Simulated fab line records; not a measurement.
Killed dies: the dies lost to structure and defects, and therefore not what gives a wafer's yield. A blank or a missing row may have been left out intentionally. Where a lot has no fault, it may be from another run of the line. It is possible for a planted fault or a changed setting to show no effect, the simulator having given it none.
Problem report in the 8D (eight disciplines) form, filled by code || flow sky130 || the parts of the form that need people (team, actions taken, sign-off) are left out

1. PROBLEM STATEMENT
beam energy keV at SKY_LDD_N_IMPLANT_12 reads a mean of 29.474 on 6 wafers of 2 lots; wafers without a fault read 50.000 with a standard deviation of 0.016. That is -99 or more standard deviations from the usual mean.
Earliest sighting: wafer L565.1 on implanter-02 at day 23 23:22. The record holds 36 wafers of 12 lots with a number at this step. By rule, "out" or "out of limits" means more than 4 standard deviations away from the usual mean. The rest of the wafers with a number are treated as sound.

2. WHAT IT IS, WHAT IT ISN'T
{"question": "which readings at this step", "is": "beam energy keV", "is not": "dose ions cm2, end station pressure torr, faraday current uA"}
{"question": "which lots", "is": "L565, L566", "is not": "L548, L549, L551, L553, L554, L559, L564, L567, L570, L571"}
{"question": "which wafers of those lots", "is": "all that have a number", "is not": "-"}
{"question": "read on which tools", "is": "implanter-02", "is not": "implanter-01, implanter-03"}
{"question": "when", "is": "from day 23 23:22", "is not": "up to then (21 sound wafers); but 9 sound wafers of L567, L570, L571 came after"}

3. WHAT RULES OUT EACH SUSPECT
Counting: any tool at a process step up to the reading is kept as a suspect provided that every lot that is out went through it and no sound lot did after the first of them.
- implanter-02 at SKY_LDD_N_IMPLANT_12: kept. It ran every lot that is out, first L565 (day 23 23:22), and no sound lot after that; its last sound lot up to then is L564 (day 23 19:07). Out on those wafers are its own readings of beam energy keV.
The count leaves implanter-02 at SKY_LDD_N_IMPLANT_12.

4. THE CAUSE (what the simulator had put in)
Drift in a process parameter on implanter-02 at SKY_LDD_N_IMPLANT_12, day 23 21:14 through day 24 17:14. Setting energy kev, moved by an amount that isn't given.
The count eliminated every tool but this one.

5. THE EFFECT CHAIN, in route order
Each row: a reading where the mean over the struck wafers with a number is more than 3 standard deviations away from the usual. Scope: only readings with a usual standard deviation given in the record; hours: median across lots of the time from each lot's start at the first step in this table that gives one to its start at this step; sigmas: change in usual standard deviations.
{"hours": 0, "step": "SKY_LDD_N_IMPLANT_12", "reading": "beam energy keV", "usual": 50.000, "on struck wafers": 29.474, "change": -20.526, "sigmas": "-99 or more"}
The process steps in it:
- SKY_LDD_N_IMPLANT_12

6. HOW IT WOULD HAVE BEEN CAUGHT EARLIER
First out-of-limits reading in this record: day 23 23:22, which is 2 hours after fault onset at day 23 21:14.
